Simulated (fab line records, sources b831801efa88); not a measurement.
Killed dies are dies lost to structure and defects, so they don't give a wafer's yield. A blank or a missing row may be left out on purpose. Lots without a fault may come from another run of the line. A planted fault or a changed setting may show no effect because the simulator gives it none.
Chamber matching | flow sfq_line | SFQ_TRILAYER_I0_CMP_CMP_028 on cmp-02: 4 sister chambers
The step polishes SiO2. 4 wafers are shown with their chamber, then 7 later ones without.

WAFERS WITH THEIR CHAMBER
wafer  | chamber | motor_current_A (A)
L404.6 | 2       | 9.6
L406.1 | 1       | 11.1
L406.2 | 0       | 8.5
L406.3 | 3       | 12.2

WAFERS WITHOUT THEIR CHAMBER
wafer  | motor_current_A (A)
L408.4 | 12.1
L408.3 | 10.2
L408.5 | 12.4
L410.3 | 8.0
L420.1 | 10.0
L420.4 | 10.3
L420.6 | 10.7

WHICH CHAMBER EACH WENT THROUGH
wafer  | from the rows above     | in truth
L408.4 | can't be placed: 3 or 1 | 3
L408.3 | can't be placed: 2 or 1 | 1
L408.5 | 3                       | 3
L410.3 | 0                       | 0
L420.1 | can't be placed: 2 or 1 | 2
L420.4 | can't be placed: 2 or 1 | 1
L420.6 | can't be placed: 1 or 2 | 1
Placed correctly: 2 of 7. Can't be placed from these rows: 5 (the true chamber is among the candidates in 5). Placed wrongly: 0.
How it was worked out, from the rows above alone: a wafer's distance from a chamber is the root of the sum, over the readings, of the square of ((its reading less the chamber's mean) divided by the reading's scatter). The wafer belongs to the nearest chamber; if the next one is less than 2 further off, it can't be placed. A chamber's mean is the mean of its shown wafers. The scatter: with one shown wafer a chamber, the root of the mean of the squares of how far each hidden wafer lies from its nearest shown one.
